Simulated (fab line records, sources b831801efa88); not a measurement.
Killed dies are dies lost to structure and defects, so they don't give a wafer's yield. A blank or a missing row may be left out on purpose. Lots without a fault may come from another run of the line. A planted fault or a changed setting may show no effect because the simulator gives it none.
One fault seen from 2 desks | flow gf180mcu | each desk has only its own numbers; what lay behind them comes last

THE TOOL OWNER'S DESK: rie_diel-04
The tool's own readings at GF_V1_ETCH_16 (etches BARC in N2/H2): means of the sampled wafers that have a number, for each lot that ran on this tool. A lot is out of limits, marked OUT, if its mean lies more than 4 standard deviations from the usual mean; the brackets give that distance.
Columns: A = bias_w at GF_V1_ETCH_16, usual 100.0 W; B = drypump_motor_current_A at GF_V1_ETCH_16, usual 5.6 A; C = oes_product_au at GF_V1_ETCH_16, usual 0.855 a.u.; D = throttle_valve_pct at GF_V1_ETCH_16, usual 13.225 %
lot  | first seen here | A     | B   | C     | D
L426 | day 18 21:34    | 100.1 | 5.9 | 0.860 | 13.223
L427 | day 19 14:56    | 99.9  | 5.8 | 0.855 | 13.225
L429 | day 19 23:02    | 99.6  | 5.6 | 0.856 | 13.228
L430 | day 20 12:55    | 99.8  | 5.8 | 0.851 | 13.216
L432 | day 21 03:39    | 99.7  | 5.7 | 0.857 | 13.224
L441 | day 24 01:35    | 100.2 | 5.9 | 0.851 | 13.215
L442 | day 24 05:12    | 99.9  | 5.6 | 0.854 | 13.234
This desk's finding: nothing out of limits on any of the 7 lots.

THE METROLOGY DESK
What the gauges read, lot by lot, whatever tool the lot ran on: means of the sampled wafers that have a number. A lot is out of limits, marked OUT, if its mean lies more than 4 standard deviations from the usual mean; the brackets give that distance.
Columns: A = PASSIVATION_CVD_02_THK at GF_PASSIVATION_THK_MEAS_03, usual 694 nm
lot  | first seen here | A
L425 | day 28 02:37    | 694
L426 | day 28 18:37    | 690
L427 | day 29 07:07    | 688
L429 | day 29 14:57    | 696
L430 | day 30 00:37    | 698
L432 | day 30 14:13    | 692
L434 | day 31 04:55    | 688
L441 | day 32 19:20    | 703
L442 | day 32 21:04    | 690
L445 | day 33 08:42    | 684
L447 | day 34 00:06    | 686
L448 | day 34 00:36    | 694
This desk's finding: nothing out of limits on any of the 12 lots.

PUT TOGETHER
The tool owner's desk saw nothing out of limits.
The metrology desk saw nothing out of limits.

WHAT THE SIMULATOR HAD PUT IN
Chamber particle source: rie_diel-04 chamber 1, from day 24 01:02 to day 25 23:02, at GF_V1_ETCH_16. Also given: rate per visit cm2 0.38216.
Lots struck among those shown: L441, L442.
